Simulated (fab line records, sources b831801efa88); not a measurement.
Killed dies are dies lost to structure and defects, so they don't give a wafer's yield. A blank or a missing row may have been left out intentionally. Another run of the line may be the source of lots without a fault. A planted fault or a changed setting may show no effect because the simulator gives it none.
The same fault as seen by 2 desks || flow gf180mcu || numbers are kept per desk, each desk with only its own; the story behind them comes last

## AT THE METROLOGY DESK
Lot by lot, what the gauges showed, no matter which tool ran the lot: averages of those sampled wafers that carry a number. The brackets show how far a lot's mean lies from the usual mean; more than 4 standard deviations puts the lot out of limits, marked OUT.
Columns: A = MIM_ALCU_RS at GF_MIM_RS_MEAS_10, usual 0.1611 ohm/sq; B = MIM_ALCU_THK at GF_MIM_THK_MEAS_11, usual 200.2 nm; C = cd-nm at GF_M5_CD_MEAS_07, usual 280.0 nm
{"lot": "L814", "first seen here": "day 24 16:51", "A": 0.1600, "B": 200.0, "C": 280.0}
{"lot": "L815", "first seen here": "day 25 03:29", "A": 0.1616, "B": 198.7, "C": 278.4}
{"lot": "L821", "first seen here": "day 27 02:49", "A": 0.1617, "B": 200.1, "C": "269.9 (-5.9) OUT"}
{"lot": "L826", "first seen here": "day 28 17:29", "A": 0.1611, "B": 199.3, "C": 283.7}
{"lot": "L828", "first seen here": "day 29 12:24", "A": 0.1602, "B": 201.8, "C": 281.8}
{"lot": "L830", "first seen here": "day 30 02:21", "A": 0.1634, "B": 198.4, "C": 281.2}
{"lot": "L831", "first seen here": "day 30 09:23", "A": 0.1594, "B": 203.6, "C": 278.1}
{"lot": "L832", "first seen here": "day 30 09:41", "A": 0.1591, "B": 204.6, "C": 279.9}
{"lot": "L833", "first seen here": "day 30 17:26", "A": 0.1595, "B": 203.6, "C": 278.3}
{"lot": "L834", "first seen here": "day 31 00:14", "A": 0.1634, "B": 196.1, "C": 280.7}
{"lot": "L835", "first seen here": "day 31 07:29", "A": 0.1598, "B": 202.5, "C": 281.1}
{"lot": "L836", "first seen here": "day 31 14:18", "A": 0.1600, "B": 200.5, "C": 278.2}
This desk finds L821 out of limits, L821 being first, at day 28 18:47 (cd-nm at GF_M5_CD_MEAS_07). L814, L815, L826, L828, L830, L831, L832, L833, L834, L835, L836 stayed within limits.

## THE TOOL OWNER'S DESK: krf-scanner-02
The tool's own readings at GF_M5_EXPOSE_04 (exposes mask Metal5, target cd 280 nm): means of the sampled wafers that have a number, for each lot that ran on this tool. The brackets show how far a lot's mean lies from the usual mean; more than 4 standard deviations puts the lot out of limits, marked OUT.
Columns: A = exposure-dose-mJ-cm2 at GF_M5_EXPOSE_04, usual 28.08; B = reticle-temp-C at GF_M5_EXPOSE_04, usual 23.00 C
{"lot": "L814", "first seen here": "day 26 01:17", "A": 27.99, "B": 22.87}
{"lot": "L815", "first seen here": "day 26 12:04", "A": 27.97, "B": 23.00}
{"lot": "L821", "first seen here": "day 28 09:17", "A": "27.47 (-5.5) OUT", "B": 23.13}
{"lot": "L833", "first seen here": "day 31 19:56", "A": 27.99, "B": 22.93}
{"lot": "L834", "first seen here": "day 32 01:55", "A": 27.96, "B": 23.09}
{"lot": "L835", "first seen here": "day 32 09:53", "A": 28.00, "B": 23.05}
{"lot": "L836", "first seen here": "day 32 15:46", "A": 27.94, "B": 22.99}
This desk finds L821 out of limits, L821 being first, at day 28 09:17 (exposure-dose-mJ-cm2 at GF_M5_EXPOSE_04). L814, L815, L833, L834, L835, L836 stayed within limits.

## ALL TOGETHER
The tool owner's desk could have raised an alarm at day 28 09:17, on L821.
An alarm was possible from the metrology desk at day 28 18:47, on L821.
Of the lots named, all ran GF_M5_EXPOSE_04 on krf-scanner-02.

## WHAT THE SIMULATOR HAD PUT IN
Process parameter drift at GF_M5_EXPOSE_04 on krf-scanner-02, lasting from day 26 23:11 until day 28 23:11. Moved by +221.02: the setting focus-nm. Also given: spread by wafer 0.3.
Struck lots among those shown: L821.
Delay (hours) between the fault's onset and each desk's first out-of-limits reading: 34 at the tool owner's desk, 44 at the metrology desk.
